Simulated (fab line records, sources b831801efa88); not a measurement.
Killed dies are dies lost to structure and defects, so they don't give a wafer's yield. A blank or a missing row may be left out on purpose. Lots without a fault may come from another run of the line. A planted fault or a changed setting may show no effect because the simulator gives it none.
Which tool did it? | flow sky130 | 11 lots, 31 wafers sampled, at 3 steps of a route of 708

WHAT THE GAUGES READ, wafer by wafer
SKY_METAL5_RS_MEAS_05: measures by four-point-probe.
lot  | measured     | on            | METAL5_ALCU_RS (ohm/sq)
L757 | day 43 01:28 | film_metro-02 | 0.02698 0.02652 0.02666
L758 | day 43 06:25 | film_metro-01 | 0.02688 0.02673 0.02707
L762 | day 44 12:04 | film_metro-01 | 0.02684 0.02716 0.02681
L764 | day 44 20:11 | film_metro-01 | 0.02688 0.02702 0.02703
L765 | day 45 07:54 | film_metro-02 | 0.02692 0.02673 0.0269
L766 | day 45 14:49 | film_metro-04 | 0.02695 0.02663 0.02669
L767 | day 45 22:29 | film_metro-01 | 0.02684 0.0269 0.02696
L769 | day 46 05:01 | film_metro-01 | 0.02691 0.02685 0.02698
L770 | day 46 17:08 | film_metro-04 | 0.02548 0.02619
L771 | day 46 23:13 | film_metro-04 | 0.02615 0.02597
L777 | day 48 06:00 | film_metro-02 | 0.02558 0.02679 0.02691

WHICH TOOL RAN EACH LOT (tool, then ch and the chambers of the sampled wafers, then the start)
lot  | SKY_METAL4_SPUTTER_00        | SKY_METAL5_SPUTTER_02
L757 | pvd_sputter-02, day 39 20:51 | pvd_sputter-03, day 43 01:21
L758 | pvd_sputter-03, day 40 03:52 | pvd_sputter-03, day 43 06:15
L762 | pvd_sputter-04, day 41 11:15 | pvd_sputter-04, day 44 11:56
L764 | pvd_sputter-03, day 41 20:12 | pvd_sputter-04, day 44 20:03
L765 | pvd_sputter-02, day 42 08:55 | pvd_sputter-01, day 45 07:46
L766 | pvd_sputter-02, day 42 17:10 | pvd_sputter-01, day 45 14:40
L767 | pvd_sputter-04, day 43 00:43 | pvd_sputter-04, day 45 22:22
L769 | pvd_sputter-04, day 43 05:57 | pvd_sputter-01, day 46 04:55
L770 | pvd_sputter-03, day 43 21:14 | pvd_sputter-04, day 46 17:01
L771 | pvd_sputter-04, day 44 02:56 | pvd_sputter-04, day 46 23:05
L777 | pvd_sputter-02, day 45 15:10 | pvd_sputter-04, day 48 05:53
- SKY_METAL4_SPUTTER_00: material Ti, target thk 15 nm, time 10 s.
- SKY_METAL5_SPUTTER_02: material AlCu, target thk 1150 nm, time 61.2 s.

THE ANSWER, worked out from the rows above alone
Rule: what is usual is taken from the lots themselves. Put in order of their means at a reading, lots are off if they are a third of the lots or fewer, leave a main group of 4 or more, and stand apart from it by a gap of 3 or more times the standard deviation of the main group's means; of several such gaps the widest counts. A main group whose means are all the same, to the digits that the tables above print for the reading, isn't used. A lot without any number at a reading at which 4 lots or more have one is off too. The other lots that the step has rows for count as sound.
Off: L770, L771, L777, at SKY_METAL5_RS_MEAS_05 (METAL5_ALCU_RS). The main group: mean 0.02687 ohm/sq, standard deviation 8.3e-05.
A tool fits if, at a process step before that reading, it ran every lot that is off, and no sound lot after the first of them. The gauges at SKY_METAL5_RS_MEAS_05 are tried like those tools. One fits: pvd_sputter-04 at SKY_METAL5_SPUTTER_02. Its last sound lot is L767 (day 45 22:22), its first lot that is off L770 (day 46 17:01): a fault that began between those two fits.

WHAT THE SIMULATOR HAD PUT IN
Process parameter drift: pvd_sputter-04, from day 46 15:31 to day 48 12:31, at SKY_METAL5_SPUTTER_02. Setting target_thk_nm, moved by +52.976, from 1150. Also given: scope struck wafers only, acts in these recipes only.
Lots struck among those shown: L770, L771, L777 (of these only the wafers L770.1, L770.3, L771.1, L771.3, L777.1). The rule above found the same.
